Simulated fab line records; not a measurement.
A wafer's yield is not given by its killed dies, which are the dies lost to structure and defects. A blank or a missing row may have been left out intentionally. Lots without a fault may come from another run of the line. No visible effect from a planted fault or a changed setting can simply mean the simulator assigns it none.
A struck lot beside a sound one	flow sky130	32 out of 708 route steps
Sound: these wafers, L866.1, L866.2, L866.3. Wafers struck: L878.2, L878.4, L878.6. Last of all comes the cause.
For every step that has rows: the tool of each side, followed by ch and its chambers, followed by its first start. Under that, the readings that differ: sound wafers	struck wafers	difference of the means	sigmas: that difference in standard deviations of wafers without a fault.
alike: readings whose means differ by less than 2 such deviations, and words and numbers that are the same on both sides. not compared: withheld readings, readings that some wafer has no value for, bounds like >300 that may hide the same value, and numbers for which the record gives no deviation and whose values overlap.
A row with sigmas, a row that says differs or no value, or rows on one side alone: a step with any of these is where the two part. Numbers that have no deviation but don't overlap get no sigmas and don't part them. A reading that every wafer of one side lacks parts them only if that side has two wafers or more.

first, 10 steps without rows for these wafers: SKY_LI_CONTACT_SOFTBAKE_08 (time 90 s); SKY_LI_CONTACT_EXPOSE_09 (exposes mask LICM1, target cd 170 nm); SKY_LI_CONTACT_PEB_10; SKY_LI_CONTACT_DEVELOP_11 (develop time 60 s); SKY_LI_CONTACT_ETCH_14 (etches BARC in N2/H2, stops on SiO2, time 45.9 s, target depth 60 nm); SKY_LI_CONTACT_ETCH_15 (etches PSG in C4F8/O2/Ar, stops on Si, target depth 600 nm); SKY_LI_CONTACT_STRIP_16 (strips in O2/N2); SKY_LI_CONTACT_CLEAN_17 (cleans in NMP, time 600 s); SKY_LI_CONTACT_PRE_CLEAN_18 (time 5.6 s); SKY_LI_CONTACT_SPUTTER_19 (material Ti, target thk 20 nm, time 106.37 s).
SKY_LI_CONTACT_SPUTTER_20: material TiN, target thk 20 nm, time 80 s.
  struck on pvd sputter-03, day 33 16:38; sound on pvd sputter-03, day 29 16:28
  alike: throttle valve pct
then, 20 steps without rows for these wafers: SKY_LI_CONTACT_CVD_21 (deposits W, target thk 400 nm, time 120.56 s); SKY_LI_CONTACT_CMP_24 (polishes, stops on PSG, t overpolish 20 s, target thk 0 nm); SKY_LOCAL_INTERCONNECT_SPUTTER_00 (material TiN, target thk 100 nm, time 83.3 s); SKY_LOCAL_INTERCONNECT_DEHYDRATE_03 (time 60 s); SKY_LOCAL_INTERCONNECT_HMDS_04 (prime time 60 s); SKY_LOCAL_INTERCONNECT_COAT_05 (resist thk 60 nm); SKY_LOCAL_INTERCONNECT_COAT_06 (resist thk 450 nm); SKY_LOCAL_INTERCONNECT_SOFTBAKE_07 (time 90 s); SKY_LOCAL_INTERCONNECT_EXPOSE_08 (exposes mask LI1M, target cd 170 nm); SKY_LOCAL_INTERCONNECT_PEB_09; SKY_LOCAL_INTERCONNECT_DEVELOP_10 (develop time 60 s); SKY_LOCAL_INTERCONNECT_ETCH_13 (etches BARC in N2/H2, stops on SiO2, time 45.9 s, target depth 60 nm); SKY_LOCAL_INTERCONNECT_METAL_ETCH_14 (etches TiN in Cl2/BCl3, stops on PSG, target depth 110 nm, time 31.4 s); SKY_LOCAL_INTERCONNECT_STRIP_15 (strips in O2/N2); SKY_LOCAL_INTERCONNECT_STRIP_16 (strips in post etch residue remover, time 1200 s); SKY_LOCAL_INTERCONNECT_CLEAN_17 (cleans in IPA, time 180 s); SKY_LOCAL_INTERCONNECT_CLEAN_18 (cleans in O3/DIW); SKY_CONTACT_CVD_00 (deposits Si3N4, target thk 75 nm); SKY_CONTACT_HDPCVD_02 (deposits SiO2, target thk 565 nm, time 94.2 s); SKY_CONTACT_CMP_04 (polishes SiO2).
-- the record jumps here: 15 days lie between the struck wafers' starts before and after (it left off in module CONTACT and takes up again in module PAD_OPEN, whose first step shown is number 708 of the route) --
SKY_PAD_OPEN_PROBE_99:
  only the struck wafers here have rows in the record (prober-01, day 49 00:41); the sound ones have none

WHERE THEY PART
At SKY_PAD_OPEN_PROBE_99 and nowhere else, as far as this record goes.

WHY: what the simulator had put in
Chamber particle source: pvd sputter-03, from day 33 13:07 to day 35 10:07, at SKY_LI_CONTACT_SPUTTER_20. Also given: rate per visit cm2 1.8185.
